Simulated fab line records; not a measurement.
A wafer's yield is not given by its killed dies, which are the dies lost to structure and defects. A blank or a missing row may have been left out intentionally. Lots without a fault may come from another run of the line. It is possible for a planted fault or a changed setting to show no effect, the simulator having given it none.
Which tool did it? | flow gf180mcu | 13 lots with 39 wafers sampled at 5 steps, on a route of 602 steps

== WHAT EACH GAUGE READ, for each wafer ==
GF_STI_THK_MEAS_04.
lot  | measured    | on            | STI_CVD_03_THK (nm)
L712 | day 1 14:52 | film-metro-04 | 192.3 192.2 192.9
L714 | day 1 23:34 | film-metro-03 | 188.6 189.9 189.8
L715 | day 2 04:34 | film-metro-03 | 195.2 195.8 196.5
L717 | day 2 14:36 | film-metro-03 | 189.9 189.5 191.0
L719 | day 3 01:34 | film-metro-01 | 193.1 193.4 192.7
L724 | day 4 01:34 | film-metro-04 | 192.7 192.1 190.5
L725 | day 4 06:34 | film-metro-03 | 194.1 192.3 195.5
L726 | day 4 12:27 | film-metro-03 | 192.2 193.5 192.1
L731 | day 5 12:34 | film-metro-01 | 192.3 192.0 192.1
L732 | day 5 17:34 | film-metro-01 | 195.6 196.3 195.5
L733 | day 5 22:34 | film-metro-03 | 193.7 191.9 193.9
L734 | day 6 04:32 | film-metro-03 | 195.4 197.2 197.3
L735 | day 6 08:34 | film-metro-01 | 195.6 193.5 195.2

GF_LVPWELL_OVL_MEAS_07.
lot  | measured    | on         | LVPWELL_OVL (nm)
L712 | day 3 22:33 | overlay-02 | 1.0 0.9 0.3
L714 | day 4 07:09 | overlay-02 | -0.6 -1.5 -3.3
L715 | day 4 15:16 | overlay-02 | -1.4 -1.8 0.0
L717 | day 5 00:21 | overlay-01 | -1.4 -1.9 -2.5
L719 | day 5 12:22 | overlay-01 | -1.1 -0.4 -2.5
L724 | day 6 16:07 | overlay-02 | 0.2 -1.1 -1.1
L725 | day 6 22:39 | overlay-02 | -1.7 2.4 1.9
L726 | day 7 03:57 | overlay-01 | -2.9 -2.3 -0.4
L731 | day 8 07:10 | overlay-02 | -2.0 -0.5 -1.3
L732 | day 8 12:21 | overlay-01 | 2.5 1.3 -0.2
L733 | day 8 17:57 | overlay-02 | -1.6 -2.6 -1.1
L734 | day 9 01:36 | overlay-02 | -0.2 -2.5 -3.4
L735 | day 9 06:54 | overlay-02 | -0.1 -1.9 -0.2

GF_VT_IMPLANT_RS_MEAS_46: measurement is done with a four-point probe.
lot  | measured     | on            | MVSD_RS (ohm/sq)
L712 | day 7 15:03  | film-metro-04 | 447.0 445.8 446.4
L714 | day 8 01:34  | film-metro-01 | 444.5 445.9 445.9
L715 | day 8 11:43  | film-metro-02 | 445.3 445.1 446.9
L717 | day 8 22:22  | film-metro-01 | 448.5 447.7 447.6
L719 | day 9 13:28  | film-metro-02 | 444.8 443.4 444.5
L724 | day 10 22:04 | film-metro-02 | 458.0 459.2 460.4
L725 | day 11 05:52 | film-metro-02 | 445.9 444.0 444.9
L726 | day 11 11:31 | film-metro-04 | 459.7 461.5 461.9
L731 | day 12 21:52 | film-metro-02 | 443.6 443.8 444.6
L732 | day 13 03:13 | film-metro-02 | 444.2 444.4 444.0
L733 | day 13 13:09 | film-metro-04 | 445.1 445.4 445.0
L734 | day 13 19:27 | film-metro-02 | 446.4 444.9 445.5
L735 | day 14 03:09 | film-metro-01 | 446.2 446.5 447.8

== TOOL THAT RAN EACH LOT (tool first, then ch and the chambers of the sampled wafers, then the start) ==
lot  | GF_DNWELL_STRIP_08                  | GF_MVSD_IMPLANT_08
L712 | plasma-asher-03 ch 0,1, day 2 19:43 | implanter-01 ch 0, day 4 12:33
L714 | plasma-asher-04 ch 0,1, day 3 05:12 | implanter-02 ch 0, day 4 21:20
L715 | plasma-asher-01 ch 0,1, day 3 12:40 | implanter-01 ch 0, day 5 05:37
L717 | plasma-asher-03 ch 0,1, day 3 20:34 | implanter-01 ch 0, day 5 15:26
L719 | plasma-asher-03 ch 0,1, day 4 07:43 | implanter-03 ch 0, day 6 03:32
L724 | plasma-asher-03 ch 0,1, day 5 10:34 | implanter-03 ch 0, day 7 08:10
L725 | plasma-asher-01 ch 0,1, day 5 15:54 | implanter-01 ch 0, day 7 14:19
L726 | plasma-asher-01 ch 0,1, day 5 21:24 | implanter-03 ch 0, day 7 20:24
L731 | plasma-asher-01 ch 0,1, day 6 23:09 | implanter-01 ch 0, day 9 00:22
L732 | plasma-asher-04 ch 0,1, day 7 03:57 | implanter-01 ch 0, day 9 05:25
L733 | plasma-asher-01 ch 0, day 7 09:27   | implanter-02 ch 0, day 9 11:08
L734 | plasma-asher-04 ch 0,1, day 7 16:48 | implanter-02 ch 0, day 9 18:50
L735 | plasma-asher-01 ch 0,1, day 7 21:46 | implanter-01 ch 0, day 9 23:53
- GF_DNWELL_STRIP_08: strips in O2/N2.
- GF_MVSD_IMPLANT_08

== WHAT THE TOOLS THEMSELVES READ (means of the sampled wafers that have a number; where no wafer has one, the mark that the record gives instead) ==
GF_DNWELL_STRIP_08.
lot  | tool            | drypump-motor-current-A (A) | heater-power-w (W) | oes-product-au (a.u.) | strip-time-to-endpoint-s (s)
L712 | plasma-asher-03 | 5.60                        | 296                | 0.721                 | 36.89
L714 | plasma-asher-04 | 5.90                        | 344                | 0.723                 | 36.85
L715 | plasma-asher-01 | 5.42                        | 329                | 0.724                 | 36.91
L717 | plasma-asher-03 | 5.64                        | 299                | 0.727                 | 37.12
L719 | plasma-asher-03 | 5.61                        | 296                | 0.729                 | 36.92
L724 | plasma-asher-03 | 5.65                        | 300                | 0.724                 | 36.91
L725 | plasma-asher-01 | 5.43                        | 324                | 0.720                 | 37.14
L726 | plasma-asher-01 | 5.50                        | 321                | 0.718                 | 37.03
L731 | plasma-asher-01 | 5.48                        | 321                | 0.728                 | 36.98
L732 | plasma-asher-04 | 5.63                        | 338                | 0.723                 | 36.87
L733 | plasma-asher-01 | 5.38                        | 328                | 0.726                 | 37.06
L734 | plasma-asher-04 | 5.89                        | 347                | 0.722                 | 37.02
L735 | plasma-asher-01 | 5.44                        | 327                | 0.725                 | 36.91

GF_MVSD_IMPLANT_08.
lot  | tool         | beam-energy-keV
L712 | implanter-01 | 400.01
L714 | implanter-02 | 399.93
L715 | implanter-01 | 399.99
L717 | implanter-01 | 399.84
L719 | implanter-03 | 399.86
L724 | implanter-03 | 341.24
L725 | implanter-01 | 399.90
L726 | implanter-03 | 341.16
L731 | implanter-01 | 400.05
L732 | implanter-01 | 399.94
L733 | implanter-02 | 400.02
L734 | implanter-02 | 399.95
L735 | implanter-01 | 399.94

== THE ANSWER, worked out from the rows above alone ==
Rule: what is usual is taken from the lots themselves. The widest of any qualifying gaps counts: lots, ordered by their means at a reading, are off when they make up no more than a third of the lots, leave a main group of 4 or more, and stand apart from it by 3 or more times the standard deviation of that group's means. If all means in a main group match to the digits the tables above print for the reading, that group is not used. Also off: a lot with no number at a reading for which 4 or more lots have one. Any other lot the step has rows for is counted as sound. After the gauges, taken in route order, come the tools' own readings; for these a lot's mean is taken, as printed above. At the first step where some lot is off, the reading lying furthest off is the one used; lots without a number count as furthest.
Off: at GF_VT_IMPLANT_RS_MEAS_46 (MVSD_RS), L724, L726. For the main group the mean is 445.5 ohm/sq and the standard deviation 1.2.
If a tool, at a process step before that reading, ran all the lots that are off and no sound lot after the first of them, it fits. The gauges at GF_VT_IMPLANT_RS_MEAS_46 aren't tried: what is off there is off at GF_MVSD_IMPLANT_08 too, on other tools, and a gauge's error can't cause that. One fits: implanter-03 at GF_MVSD_IMPLANT_08. A fault onset in the window from L719 (day 6 03:32, its last sound lot) to L724 (day 7 08:10, its first lot off) fits.
The tool's own readings at GF_MVSD_IMPLANT_08 bear it out: on the lots that are off they differ by more than 5 times the standard deviation of the sound lots' means. beam-energy-keV reads 341.20 there against 399.95 on the sound lots.

== WHAT THE SIMULATOR PUT IN ==
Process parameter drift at GF_MVSD_IMPLANT_08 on implanter-03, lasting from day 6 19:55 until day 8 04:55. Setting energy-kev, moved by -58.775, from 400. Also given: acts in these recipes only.
Struck lots among those shown: L724, L726. The rule given above showed the same thing.
